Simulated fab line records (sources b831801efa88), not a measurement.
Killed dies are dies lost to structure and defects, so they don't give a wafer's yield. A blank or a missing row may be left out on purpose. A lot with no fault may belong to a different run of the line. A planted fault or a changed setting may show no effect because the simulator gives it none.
One fault through the eyes of 2 desks + flow gf180mcu + numbers are kept per desk, each desk with only its own; the story behind them comes last

THE TOOL OWNER'S DESK: rieDiel-03
The tool's own readings at GF_SAB_ETCH_11 (etches SiO2 in C4F8/O2/Ar, target depth 55 nm, time 8.5 s): means of the sampled wafers that have a number, for each lot that ran on this tool. Any lot whose mean is over 4 standard deviations away from the usual mean is out of limits and marked OUT; that distance is given in the brackets.
Columns: A = oesProductAu at GF_SAB_ETCH_11, usual 1.001 a.u.; B = rfFwdPowerW at GF_SAB_ETCH_11, usual 1469 W
| lot  | first seen here | A                | B    |
|------|-----------------|------------------|------|
| L176 | day 17 07:40    | 0.994            | 1467 |
| L184 | day 20 17:25    | 0.957 (-4.4) OUT | 1466 |
| L186 | day 21 04:42    | 0.951 (-5.0) OUT | 1464 |
Finding of this desk: L184, L186 out of limits; the first was L184 at day 20 17:25, on oesProductAu at GF_SAB_ETCH_11. L176 stayed within limits.

AT THE METROLOGY DESK
What the gauges read for every lot (on any tool): the sampled wafers with a number, averaged. Any lot whose mean is over 4 standard deviations away from the usual mean is out of limits and marked OUT; that distance is given in the brackets.
Columns: A = PSD_RS at GF_PSD_RS_MEAS_15, usual 108.60 ohm/sq; B = SAB_CVD_00_THK at GF_SAB_THK_MEAS_01, usual 50.0 nm; C = cdNm at GF_SAB_CD_MEAS_09, usual 420.5 nm; D = SAB_OVL at GF_SAB_OVL_MEAS_10, usual -0.1 nm
| lot  | first seen here | A      | B    | C     | D    |
|------|-----------------|--------|------|-------|------|
| L176 | day 16 09:28    | 108.89 | 49.0 | 421.1 | -1.4 |
| L177 | day 16 23:36    | 108.55 | 50.6 | 421.7 | 0.2  |
| L184 | day 19 17:37    | 108.54 | 50.4 | 418.9 | -0.8 |
| L186 | day 20 05:25    | 108.42 | 49.6 | 421.3 | 0.2  |
| L188 | day 21 01:43    | 108.50 | 49.4 | 418.3 | -0.3 |
| L191 | day 22 07:43    | 108.39 | 49.9 | 422.3 | 0.5  |
Finding of this desk: none of the 6 lots has anything out of limits.

PUT TOGETHER
At day 20 17:25, on L184, L186, the tool owner's desk was in a position to raise an alarm.
From the metrology desk's view, nothing was out of limits.
The metrology desk has L184, L186 on record, within its limits.
All the named lots went through GF_SAB_ETCH_11 on rieDiel-03.

WHAT THE SIMULATOR PUT IN
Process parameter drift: rieDiel-03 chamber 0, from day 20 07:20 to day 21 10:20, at GF_SAB_ETCH_11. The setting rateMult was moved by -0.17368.
Lots struck among those shown: L184, L186.
Time in hours from fault onset to the first out-of-limits reading at each desk: the tool owner's desk, 10.
